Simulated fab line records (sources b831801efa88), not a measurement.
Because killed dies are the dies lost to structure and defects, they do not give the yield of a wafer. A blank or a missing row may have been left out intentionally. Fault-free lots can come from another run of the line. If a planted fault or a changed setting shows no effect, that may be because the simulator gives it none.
fab line records ; flow sky130
[record] lots = 6; wafers = 18; lastDay = 50
route steps=708 shown SONOS_TUNNEL@158 SONOS_ONO@168 PAD_OPEN@708
lots with no fault: from the same line, run without faults
startH: hours from the record's opening day to when the first of the lot's shown wafers began ; waitH: time in hours since the lot's previous step ; " repeats the value in the row above ; L1.1+2: a row that stands for several wafers ; - value missing, or start not given ; * or withheld: withheld ; < > ~ a bound
route shown NAME@n: NAME is a module with steps in the file, n the number in the route of the first one ; usual: mean and standard deviation over wafers with no fault ; same: alike in all rows ; chamber/n: place in a boat ; sites: per-site readings ; _std_site: the standard deviation of these ; _edge_site: the outer-site mean with the inner-site mean subtracted ; radiusMm: how far each site lies from the wafer's centre ; mask NAME#n: copy n ; behind: the last tool/chamber to shape the wafer ; hold: what put the lot on hold/how long, in hours/how the hold closed ; device: which transistor (n, p or np) failed to switch ; end of line: the same wafers' tests at the end of the route ; where a step has no rows: the recipe by itself ; killed: dies lost to structure and defects at the first sort, not the wafer's yield ; map: shows each die of a wafer: x if killed, . if not, _ if none is there
set.NAME: the setting as run; set.NAME@STEP: as run at that earlier step ; model.NAME: the simulator's own value behind a step, which no gauge read
lots seen at some steps along the route; tables by step, rows by wafer
[[steps]]
[step SKY_SONOS_TUNNEL_EXPOSE_04]
[recipe] maskId = TUNM; na = 0.6; sourceShape = conventional; sigmaOuter = 0.6; polarization = unpolarized; targetCdNm = 410; doseMj = 136
[step SKY_SONOS_TUNNEL_PEB_05]
[recipe] tempC = withheld; timeS = *; resist = NOVOLAK
[step SKY_SONOS_TUNNEL_DEVELOP_06]
[recipe] resist = NOVOLAK; developer = TMAH; developTimeS = 60; devTempC = 23
[step SKY_SONOS_TUNNEL_CD_MEAS_07]
[recipe] targetCdNm = 410
[usual] cdNm = 410.0/2.4
lot.wafer;tool;chamber;startH;waitH;cdNm
L645.1;cdSem-01;-;251.06;0.1;411.6
L645.2;cdSem-01;-;251.06;0.1;412.0
L645.6;cdSem-01;-;251.06;0.1;412.7
L653.2;cdSem-02;-;329.68;0.1;412.7
L653.4;cdSem-02;-;329.68;0.1;409.7
L653.5;cdSem-02;-;329.68;0.1;409.3
L655.1;cdSem-02;-;344.01;0.1;410.4
L655.2;cdSem-02;-;344.01;0.1;411.1
L655.3;cdSem-02;-;344.01;0.1;409.9
L663.1;cdSem-01;-;419.17;0.1;409.2
L663.5;cdSem-01;-;419.17;0.1;410.0
L663.6;cdSem-01;-;419.17;0.1;410.1
L665.1;cdSem-01;-;432.76;0.1;410.2
L665.2;cdSem-01;-;432.76;0.1;410.5
L665.6;cdSem-01;-;432.76;0.1;409.3
L666.2;cdSem-01;-;436.78;0.1;413.1
L666.4;cdSem-01;-;436.78;0.1;411.6
L666.6;cdSem-01;-;436.78;0.1;411.0
[step SKY_SONOS_TUNNEL_OVL_MEAS_08]
[usual] SONOS_TUNNEL_OVL = -0.5/1.2
lot.wafer;tool;chamber;startH;waitH;SONOS_TUNNEL_OVL[nm]
L645.1;overlay-01;-;251.18;0.1;0.9
L645.2;overlay-01;-;251.18;0.1;-0.4
L645.6;overlay-01;-;251.18;0.1;1.2
L653.2;overlay-01;-;329.79;0.1;-2.1
L653.4;overlay-01;-;329.79;0.1;-1.1
L653.5;overlay-01;-;329.79;0.1;-1.8
L655.1;overlay-01;-;344.13;0.1;-0.6
L655.2;overlay-01;-;344.13;0.1;-3.4
L655.3;overlay-01;-;344.13;0.1;0.3
L663.1;overlay-02;-;419.29;0.1;-1.2
L663.5;overlay-02;-;419.29;0.1;-1.9
L663.6;overlay-02;-;419.29;0.1;-2.2
L665.1;overlay-02;-;432.88;0.1;-0.2
L665.2;overlay-02;-;432.88;0.1;0.0
L665.6;overlay-02;-;432.88;0.1;0.4
L666.2;overlay-01;-;436.88;0.1;0.4
L666.4;overlay-01;-;436.88;0.1;0.1
L666.6;overlay-01;-;436.88;0.1;1.2
[step SKY_SONOS_TUNNEL_IMPLANT_09]
[recipe] species = B; energyKev = 19.84; doseCm2 = 1e+12; tiltDeg = withheld
[step SKY_SONOS_TUNNEL_WET_ETCH_10]
[recipe] chemistry = dHF; targetDepthNm = 14; target = SiO2; dilution = 100:1; tempC = 25; timeS = 280
[step SKY_SONOS_TUNNEL_STRIP_11]
[recipe] chemistry = SPM; timeS = 600; tempC = 130
[step SKY_SONOS_TUNNEL_TW_MEAS_12]
[usual] SONOS_TUNNEL_TW = 197.3/0.9
lot.wafer;tool;chamber;startH;waitH;SONOS_TUNNEL_TW
L645.1;filmMetro-02;-;251.63;0.0;197.6
L645.2;filmMetro-02;-;251.63;0.0;197.0
L645.6;filmMetro-02;-;251.63;0.0;197.7
L653.2;filmMetro-04;-;330.25;0.0;197.8
L653.4;filmMetro-04;-;330.25;0.0;198.1
L653.5;filmMetro-04;-;330.25;0.0;197.4
L655.1;filmMetro-02;-;344.60;0.0;197.7
L655.2;filmMetro-02;-;344.60;0.0;198.9
L655.3;filmMetro-02;-;344.60;0.0;196.7
L663.1;filmMetro-04;-;419.74;0.0;196.4
L663.5;filmMetro-04;-;419.74;0.0;196.6
L663.6;filmMetro-04;-;419.74;0.0;196.9
L665.1;filmMetro-01;-;433.35;0.0;196.2
L665.2;filmMetro-01;-;433.35;0.0;196.8
L665.6;filmMetro-01;-;433.35;0.0;195.9
L666.2;filmMetro-04;-;437.34;0.0;197.6
L666.4;filmMetro-04;-;437.34;0.0;198.1
L666.6;filmMetro-04;-;437.34;0.0;197.6
[step SKY_SONOS_TUNNEL_CLEAN_13]
[recipe] chemistry = dHF; timeS = 20; dilution = 100:1; dry = ipaMarangoni
[step SKY_SONOS_ONO_OXIDATION_00]
[recipe] tempC = 800; ambient = O2; idleTempC = 700; rampUpCPerMin = 10; rampDownCPerMin = 3; stabiliseS = 600; purgeS = 300; targetThkA = 26; oxTimeS = 1249
[step SKY_SONOS_ONO_THK_MEAS_01]
[recipe] reads = SiO2_of_SONOS_ONO_OXIDATION_00
[usual] SONOS_ONO_OXIDATION_THK = 2.60/0.058
lot.wafer;tool;chamber;startH;waitH;SONOS_ONO_OXIDATION_THK[nm]
L645.1;filmMetro-03;-;253.05;0.0;2.57
L645.2;filmMetro-03;-;253.05;0.0;2.64
L645.6;filmMetro-03;-;253.05;0.0;2.58
L653.2;filmMetro-01;-;333.54;0.0;2.70
L653.4;filmMetro-01;-;333.54;0.0;2.60
L653.5;filmMetro-01;-;333.54;0.0;2.70
L655.1;filmMetro-03;-;346.02;0.0;2.58
L655.2;filmMetro-03;-;346.02;0.0;2.70
L655.3;filmMetro-03;-;346.02;0.0;2.63
L663.1;filmMetro-03;-;426.15;0.0;2.55
L663.5;filmMetro-03;-;426.15;0.0;2.60
L663.6;filmMetro-03;-;426.15;0.0;2.54
L665.1;filmMetro-04;-;438.84;0.0;2.59
L665.2;filmMetro-04;-;438.84;0.0;2.59
L665.6;filmMetro-04;-;438.84;0.0;2.66
L666.2;filmMetro-03;-;438.89;0.0;2.54
L666.4;filmMetro-03;-;438.89;0.0;2.52
L666.6;filmMetro-03;-;438.89;0.0;2.58
[step SKY_SONOS_ONO_CVD_02]
[recipe] material = Si3N4; precursor = DCS/NH3; targetThkNm = 10.5; tempC = 770; timeS = 180; pressureMtorr = 250
lot.wafer;tool;chamber;startH;waitH;model.Si3N4_of_SONOS_ONO_CVD_02.thkNm
L645.1;lpcvd-02;0;256.59;3.5;10.36
L645.2;lpcvd-02;0;256.59;3.5;10.34
L645.6;lpcvd-02;0;256.59;3.5;10.4
L653.2;lpcvd-02;1;334.02;0.5;9.595
L653.4;lpcvd-02;1;334.02;0.5;9.66
L653.5;lpcvd-02;1;334.02;0.5;9.869
L655.1;lpcvd-02;1;346.08;0.1;9.792
L655.2;lpcvd-02;1;346.08;0.1;9.746
L655.3;lpcvd-02;1;346.08;0.1;9.762
L663.1;lpcvd-02;0;426.21;0.1;10.42
L663.5;lpcvd-02;0;426.21;0.1;10.36
L663.6;lpcvd-02;0;426.21;0.1;10.45
L665.1;lpcvd-02;1;438.90;0.1;10.65
L665.2;lpcvd-02;1;438.90;0.1;10.63
L665.6;lpcvd-02;1;438.90;0.1;10.57
L666.2;lpcvd-02;1;439.95;1.1;10.43
L666.4;lpcvd-02;1;439.95;1.1;10.6
L666.6;lpcvd-02;1;439.95;1.1;10.53
[step SKY_SONOS_ONO_THK_MEAS_03]
[recipe] reads = Si3N4_of_SONOS_ONO_CVD_02
[usual] SONOS_ONO_CVD_02_THK = 10.48/0.14
lot.wafer;tool;chamber;startH;waitH;SONOS_ONO_CVD_02_THK[nm]
L645.1;filmMetro-04;-;257.64;0.0;10.36
L645.2;filmMetro-04;-;257.64;0.0;10.32
L645.6;filmMetro-04;-;257.64;0.0;10.37
L653.2;filmMetro-01;-;335.61;0.0;9.65
L653.4;filmMetro-01;-;335.61;0.0;9.65
L653.5;filmMetro-01;-;335.61;0.0;9.86
L655.1;filmMetro-01;-;347.13;0.0;9.76
L655.2;filmMetro-01;-;347.13;0.0;9.74
L655.3;filmMetro-01;-;347.13;0.0;9.76
L663.1;filmMetro-01;-;427.26;0.0;10.44
L663.5;filmMetro-01;-;427.26;0.0;10.35
L663.6;filmMetro-01;-;427.26;0.0;10.47
L665.1;filmMetro-04;-;439.95;0.0;10.60
L665.2;filmMetro-04;-;439.95;0.0;10.60
L665.6;filmMetro-04;-;439.95;0.0;10.61
L666.2;filmMetro-01;-;441.01;0.0;10.47
L666.4;filmMetro-01;-;441.01;0.0;10.59
L666.6;filmMetro-01;-;441.01;0.0;10.51
[step SKY_SONOS_ONO_CVD_04]
[recipe] material = SiO2; precursor = SiH4/N2O; targetThkNm = 5.7199; tempC = 900; pressureMtorr = 400
[step SKY_PAD_OPEN_PROBE_99]
[usual] killed_at_M0_to_M3 = 44/7.2; killed_at_M4_up = 3.0/1.8; killedAtContacts = 24/5.4; killedAtFrontEnd = 14/4.4; killedAtOther = 0.4/0.64; killedDies = 86/9.4; killedOpen = 47/7.7; killedShort = 39/5.8
[same] grossDies = 492; killedAtBackSide = 0
lot.wafer;tool;chamber;startH;waitH;killed_at_M0_to_M3;killed_at_M4_up;killedAtContacts;killedAtFrontEnd;killedAtOther;killedDies;killedOpen;killedShort;model.etest.capOno.gateLog10ACm2;model.etest.capOno.toxAccNm;model.etest.sonosProgrammed.vtV;model.etest.sonosErased.vtV;model.etest.sonosBaked.vtV;model.etest.sonosBaked.vtLessV
L645.1;prober-01;-;1069.88;0.1;35;1;37;12;1;86;50;36;-7.859;12.8;1.517;-2.332;0.9954;-0.522
L645.2;prober-01;-;1069.93;0.1;42;2;23;15;2;84;42;42;-7.946;12.88;1.498;-2.289;0.9715;-0.5262
L645.6;prober-01;-;1070.13;0.2;39;3;25;23;1;91;49;42;-7.937;12.88;1.476;-2.326;0.9465;-0.5295
L653.2;prober-02;-;1132.13;0.1;55;4;21;9;3;92;52;38;-7.846;12.8;1.542;-2.264;1.007;-0.5345
L653.4;prober-02;-;1132.23;0.2;50;4;14;17;0;85;54;31;-7.667;12.67;1.592;-2.349;1.002;-0.5896
L653.5;prober-02;-;1132.28;0.2;50;4;27;19;0;100;57;43;-7.891;12.84;1.504;-2.233;0.982;-0.522
L655.1;prober-02;-;1149.13;0.1;43;4;16;17;0;80;38;42;-7.71;12.76;1.551;-2.338;1.049;-0.5017
L655.2;prober-02;-;1149.18;0.1;51;1;23;17;0;92;47;44;-7.926;12.81;1.535;-2.287;1.015;-0.5198
L655.3;prober-02;-;1149.23;0.2;53;0;19;21;1;94;53;40;-7.837;12.78;1.543;-2.333;1.007;-0.5367
L663.1;prober-01;-;1191.33;0.1;48;1;20;12;0;81;40;41;-8.048;13.03;1.393;-2.276;0.8441;-0.5484
L663.5;prober-01;-;1191.53;0.2;40;5;20;9;0;74;35;39;-8.057;12.99;1.409;-2.219;0.8884;-0.521
L663.6;prober-01;-;1191.58;0.2;48;2;24;17;0;91;42;49;-7.98;12.99;1.413;-2.253;0.9112;-0.5023
L665.1;prober-02;-;1201.33;0.1;44;1;31;12;0;88;53;35;-7.916;12.88;1.421;-2.232;0.9868;-0.4347
L665.2;prober-02;-;1201.38;0.1;30;4;29;11;0;74;40;34;-7.997;12.93;1.414;-2.266;0.9059;-0.5083
L665.6;prober-02;-;1201.58;0.2;39;4;16;15;0;74;37;37;-7.796;12.83;1.46;-2.305;0.9347;-0.5257
L666.2;prober-01;-;1203.22;0.1;47;1;17;16;1;82;41;41;-7.784;12.78;1.526;-2.336;0.9976;-0.5289
L666.4;prober-01;-;1203.32;0.2;45;3;27;7;0;82;35;47;-8.083;12.95;1.479;-2.257;0.9399;-0.5393
L666.6;prober-01;-;1203.42;0.2;48;4;22;8;0;82;57;25;-7.937;12.94;1.439;-2.287;0.8993;-0.5394
// killed by level:class
L645.1 LI_CONTACT:geometricParticle:open=12 CONTACT:geometricParticle:open=11 VIA1:geometricParticle:open=9 LI_CONTACT:geometricParticle:short=5 VIA2:geometricParticle:open=5 VIA3:geometricParticle:short=5 FIELD_ISO:geometricParticle:short=4 CONTACT:geometricParticle:short=4
L645.2 LI_CONTACT:geometricParticle:open=10 VIA1:geometricParticle:open=8 METAL2:geometricParticle:short=8 VIA3:geometricParticle:open=8 CONTACT:geometricParticle:open=5 VIA1:geometricParticle:short=4 LOCAL_INTERCONNECT:geometricParticle:short=4 CONTACT:geometricParticle:short=4
L645.6 CONTACT:geometricParticle:open=10 VIA3:geometricParticle:open=9 VIA1:geometricParticle:open=7 METAL2:geometricParticle:short=7 FIELD_ISO:geometricParticle:open=6 LI_CONTACT:geometricParticle:open=6 CONTACT:geometricParticle:short=6 METAL1:geometricParticle:short=5
L653.2 VIA1:geometricParticle:open=15 VIA1:geometricParticle:short=11 CONTACT:geometricParticle:open=9 VIA3:geometricParticle:open=8 VIA2:geometricParticle:open=7 LI_CONTACT:geometricParticle:open=5 METAL2:geometricParticle:short=5 VIA2:geometricParticle:short=4
L653.4 VIA3:geometricParticle:open=9 VIA1:geometricParticle:open=9 VIA2:geometricParticle:open=8 CONTACT:geometricParticle:open=7 FIELD_ISO:geometricParticle:open=6 METAL2:geometricParticle:short=5 VIA3:geometricParticle:short=5 POLY_GATE:geometricParticle:open=4
L653.5 VIA1:geometricParticle:open=12 CONTACT:geometricParticle:open=9 METAL1:geometricParticle:short=8 VIA2:geometricParticle:open=7 LI_CONTACT:geometricParticle:open=6 METAL2:geometricParticle:short=6 FIELD_ISO:geometricParticle:short=5 FIELD_ISO:geometricParticle:open=5
L655.1 VIA1:geometricParticle:open=14 POLY_GATE:geometricParticle:short=10 VIA1:geometricParticle:short=10 VIA2:geometricParticle:open=7 LI_CONTACT:geometricParticle:open=5 CONTACT:geometricParticle:open=5 METAL2:geometricParticle:short=5 METAL4:geometricParticle:short=4
L655.2 VIA1:geometricParticle:open=18 METAL2:geometricParticle:short=9 VIA2:geometricParticle:open=8 VIA1:geometricParticle:short=7 FIELD_ISO:geometricParticle:open=5 LI_CONTACT:geometricParticle:short=5 CONTACT:geometricParticle:open=5 FIELD_ISO:geometricParticle:short=4
L655.3 VIA1:geometricParticle:open=14 CONTACT:geometricParticle:open=8 VIA2:geometricParticle:open=8 VIA1:geometricParticle:short=7 FIELD_ISO:geometricParticle:short=5 POLY_GATE:geometricParticle:short=5 LI_CONTACT:geometricParticle:open=5 POLY_GATE:geometricParticle:open=4
L663.1 VIA1:geometricParticle:open=15 VIA2:geometricParticle:short=6 METAL2:geometricParticle:short=6 VIA2:geometricParticle:open=6 FIELD_ISO:geometricParticle:short=5 LI_CONTACT:geometricParticle:open=5 VIA1:geometricParticle:short=5 CONTACT:geometricParticle:short=4
L663.5 METAL2:geometricParticle:short=10 VIA1:geometricParticle:open=7 CONTACT:geometricParticle:open=7 VIA2:geometricParticle:open=6 CONTACT:geometricParticle:short=4 VIA1:geometricParticle:short=4 FIELD_ISO:geometricParticle:open=3 FIELD_ISO:geometricParticle:short=3
L663.6 VIA2:geometricParticle:open=10 CONTACT:geometricParticle:open=7 VIA1:geometricParticle:short=7 VIA1:geometricParticle:open=7 FIELD_ISO:geometricParticle:open=6 FIELD_ISO:geometricParticle:short=6 METAL2:geometricParticle:short=6 LOCAL_INTERCONNECT:geometricParticle:short=5
L665.1 VIA1:geometricParticle:open=13 CONTACT:geometricParticle:open=12 VIA3:geometricParticle:open=9 LI_CONTACT:geometricParticle:open=8 LOCAL_INTERCONNECT:geometricParticle:short=6 METAL1:geometricParticle:short=5 POLY_GATE:geometricParticle:open=4 CONTACT:geometricParticle:short=4
L665.2 CONTACT:geometricParticle:open=10 LI_CONTACT:geometricParticle:open=8 METAL2:geometricParticle:short=6 VIA2:geometricParticle:open=6 CONTACT:geometricParticle:short=5 LOCAL_INTERCONNECT:geometricParticle:short=4 FIELD_ISO:geometricParticle:open=3 POLY_GATE:geometricParticle:short=3
L665.6 VIA1:geometricParticle:open=10 CONTACT:geometricParticle:open=6 METAL2:geometricParticle:short=6 METAL1:geometricParticle:short=5 VIA2:geometricParticle:open=5 POLY_GATE:geometricParticle:short=4 LOCAL_INTERCONNECT:geometricParticle:short=4 FIELD_ISO:geometricParticle:open=3
L666.2 CONTACT:geometricParticle:open=8 VIA1:geometricParticle:open=7 VIA3:geometricParticle:open=7 METAL1:geometricParticle:short=6 VIA1:geometricParticle:short=6 FIELD_ISO:geometricParticle:short=5 FIELD_ISO:geometricParticle:open=5 VIA2:geometricParticle:short=5
L666.4 CONTACT:geometricParticle:open=10 METAL2:geometricParticle:short=9 VIA1:geometricParticle:open=8 LI_CONTACT:geometricParticle:short=6 CONTACT:geometricParticle:short=6 VIA1:geometricParticle:short=5 VIA2:geometricParticle:open=5 VIA3:geometricParticle:open=5
L666.6 CONTACT:geometricParticle:open=13 VIA1:geometricParticle:open=11 VIA2:geometricParticle:open=9 VIA3:geometricParticle:open=8 LI_CONTACT:geometricParticle:open=5 METAL1:geometricParticle:short=4 METAL3:geometricParticle:short=4 FIELD_ISO:geometricParticle:open=3
[[key]]
[firstSign] step = SKY_SONOS_ONO_THK_MEAS_03; reading = SONOS_ONO_CVD_02_THK; direction = down; sigmas = 5.4; usual = 10.48; struck = 9.74
effect none on later readings
[modelEffect] step = SKY_SONOS_ONO_CVD_02; value = Si3N4_of_SONOS_ONO_CVD_02.thkNm; without = 10.47; struck = 9.737
[modelEffect] step = SKY_PAD_OPEN_PROBE_99; value = etest.capOno.gateLog10ACm2; without = -8.295; struck = -7.813
metAt SKY_SONOS_ONO_CVD_02
struckWafers L653.2,L653.4,L653.5,L655.1,L655.2,L655.3
testerLeftOut L653,L655
onsetBetween 256.59 334.02
[fault] kind = processParameterDrift; tool = lpcvd-02; chamber = -; onsetH = 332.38; steps = SKY_SONOS_ONO_CVD_02; channel = timeS; offset = *; shape = step; endH = 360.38; actsIn = *; stated = *
// testerLeftOut: of these lots the tester's yield and bins aren't shown, on N5 and GAA mostly nor the transistor test; their killed dies are dies lost to structure and defects alone, not to doping, threshold or leakage, so they don't give the yield
